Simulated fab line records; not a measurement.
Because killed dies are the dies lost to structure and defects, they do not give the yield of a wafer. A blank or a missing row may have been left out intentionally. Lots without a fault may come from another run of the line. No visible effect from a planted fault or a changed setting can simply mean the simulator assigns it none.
A lot that was struck, set against a sound lot | flow sky130 | 20 out of 708 route steps
Sound: the wafers L729.2, L729.3, L729.4. Wafers struck: L737.1, L737.3, L737.5. The cause is given at the end.
Order at every step that has rows: each side's tool, ch and its chambers, its first start. Under that, the readings that differ: sound wafers | struck wafers | difference of the means | sigmas: that difference in standard deviations of wafers without a fault.
alike: readings with means less than 2 such deviations apart, plus words and numbers identical on both sides. not compared: withheld readings, readings lacking a value on some wafer, bounds such as >300 that could conceal the same value, and numbers that have no deviation in the record and whose values overlap.
A row with sigmas, a row that says differs or no value, or rows on one side alone: a step with any of these is where the two part. When numbers do not overlap yet have no deviation, they are printed without sigmas and do not part them. A reading missing from all wafers of one side parts the sides only when that side holds two or more wafers.

SKY_FIELD_ISO_BOW_MEAS_00:
  sound: film_metro-04 at day 1 15:01; struck: film_metro-03 at day 3 07:00
  alike: INCOMING_BOW
then, 1 step without rows for these wafers: SKY_FIELD_ISO_OXIDATION_01 (stabilise 600 s, purge 300 s, target thk 12 nm).
SKY_FIELD_ISO_THK_MEAS_02:
  sound: film_metro-01 at day 1 19:37; struck: film_metro-01 at day 3 08:38
  alike: FIELD_ISO_OXIDATION_00_THK
then, 1 step without rows for these wafers: SKY_FIELD_ISO_CVD_03 (deposits Si3N4 from DCS/NH3, target thk 165 nm, time 2830 s).
SKY_FIELD_ISO_THK_MEAS_04:
  sound: film_metro-01 at day 1 22:44; struck: film_metro-03 at day 3 10:29
  reading                   | sound             | struck            | difference | sigmas
  FIELD_ISO_CVD_03_THK (nm) | 162.1 162.6 163.2 | 165.3 166.2 163.9 | +2.5       | +2
then, 5 steps without rows for these wafers: SKY_FIELD_ISO_DEHYDRATE_05 (time 60 s); SKY_FIELD_ISO_HMDS_06 (prime time 60 s); SKY_FIELD_ISO_COAT_07 (resist thk 60 nm); SKY_FIELD_ISO_COAT_08 (resist thk 450 nm); SKY_FIELD_ISO_SOFTBAKE_09 (time 90 s).
SKY_FIELD_ISO_EXPOSE_10: exposes mask FOM, target cd 150 nm.
  sound on krf_scanner-01 ch 0, day 2 06:22; struck on krf_scanner-01 ch 0, day 3 18:37
  reading | sound             | struck                     | difference | sigmas
  mask    | FOM#0 FOM#0 FOM#0 | FOM_R1#0 FOM_R1#0 FOM_R1#0 | differs    |
  alike: focus_offset_nm
then, 2 steps without rows for these wafers: SKY_FIELD_ISO_PEB_11; SKY_FIELD_ISO_DEVELOP_12 (develop time 60 s).
SKY_FIELD_ISO_CD_MEAS_13: target cd 150 nm.
  sound: cd_sem-01 at day 2 12:45; struck: cd_sem-02 at day 4 02:58
  reading    | sound             | struck            | difference | sigmas
  cd_nm (nm) | 149.0 148.2 149.3 | 135.3 133.3 133.5 | -14.8      | -11
SKY_FIELD_ISO_ETCH_14: etches BARC in N2/H2, stops on SiO2, time 45.9 s, target depth 60 nm.
  sound on rie_diel-04 ch 0,2,3, day 2 12:51; struck on rie_diel-04 ch 1,2,3, day 4 03:05
  reading                    | sound             | struck            | difference | sigmas
  model.FIELD_ISO.cd_nm (nm) | 149.6 148.8 149.2 | 134.9 133.4 133.6 | -15.2      |
  alike: bias_w, drypump_motor_current_A, oes_product_au, throttle_valve_pct
  not compared: rf_hours_counter_h
SKY_FIELD_ISO_ETCH_15: etches the open film in CHF3/O2, stops on Si, target depth 180 nm, time 72 s.
  sound on rie_diel-04 ch 0,2,3, day 2 12:53; struck on rie_diel-04 ch 1,2,3, day 4 03:08
  alike: bias_w, drypump_motor_current_A, oes_product_au, throttle_valve_pct
  not compared: rf_hours_counter_h
SKY_FIELD_ISO_STRIP_16: strips in O2/N2.
  sound on plasma_asher-01 ch 0,1, day 2 12:57; struck on plasma_asher-03 ch 0, day 4 03:11
  alike: drypump_motor_current_A, oes_product_au, strip_time_to_endpoint_s
  not compared: rf_hours_counter_h
SKY_FIELD_ISO_ETCH_17: etches Si in HBr/Cl2/O2, target depth 342 nm, time 97.7 s.
  sound on rie_si-02 ch 0,1, day 2 13:03; struck on rie_si-02 ch 0,1,3, day 4 03:17
  reading                    | sound             | struck            | difference | sigmas
  bias_w (W)                 | 149.2 149.7 149.2 | 150.5 150.9 149.7 | +1.0       | +2
  model.FIELD_ISO.cd_nm (nm) | 150.2 148.6 147.8 | 137.4 133.3 135.4 | -13.5      |
  alike: drypump_motor_current_A, oes_product_au, throttle_valve_pct
  not compared: rf_hours_counter_h
then, 1 step without rows for these wafers: SKY_FIELD_ISO_WET_ETCH_18 (etches Si3N4 in H3PO4, target depth 25 nm, time 286 s).
-- record jumps: 44 days separate the struck wafers' starts on either side; left off in module FIELD_ISO, taken up again in module PAD_OPEN, whose first shown step is the route's number 708 --
SKY_PAD_OPEN_PROBE_99:
  sound: prober-01 at day 45 15:17; struck: prober-02 at day 47 21:41
  reading                                 | sound             | struck            | difference | sigmas
  model.etest.pfet_g5v0d10v5.r_on_ohm_um  | 4728 4837 4794    | 4896 4917 4917    | +124       |
  model.etest.res_pdiff.line_ohm_um       | 1386 1399 1404    | 1510 1530 1526    | +126       |
  model.etest.res_ndiff.line_ohm_um       | 757.5 765.4 765.5 | 838.4 870.2 849.3 | +89.8      |
  model.etest.sram_nfet_pass.drive_ua_um  | 501.4 487.1 501.8 | 432.7 443.3 455.2 | -53.0      |
  model.etest.sonos_uncharged.r_on_ohm_um | 810.6 823.6 812.4 | 833.7 842.8 842.8 | +24.2      |
  model.etest.res_pdiff.width_nm (nm)     | 142.9 142 141.4   | 131.1 126.5 129.2 | -13.2      |
  model.etest.res_ndiff.width_nm (nm)     | 156.9 154.1 153.2 | 144 139.2 141.3   | -13        |
  model.etest.sram_pfet_latch.drive_ua_um | 146.1 131.7 137.7 | 125.4 121.9 128.7 | -13.2      |
  alike: killed_at_M0_to_M3, killed_at_M4_up, killed_at_contacts, killed_at_front_end, killed_at_other, killed_dies, killed_open, killed_short

## WHERE THEY PART
Earliest at SKY_FIELD_ISO_THK_MEAS_04; latest, in this record, at SKY_FIELD_ISO_ETCH_17. Later steps at which nothing parts them and some readings are alike: SKY_PAD_OPEN_PROBE_99.

WHY: the cause the simulator had injected
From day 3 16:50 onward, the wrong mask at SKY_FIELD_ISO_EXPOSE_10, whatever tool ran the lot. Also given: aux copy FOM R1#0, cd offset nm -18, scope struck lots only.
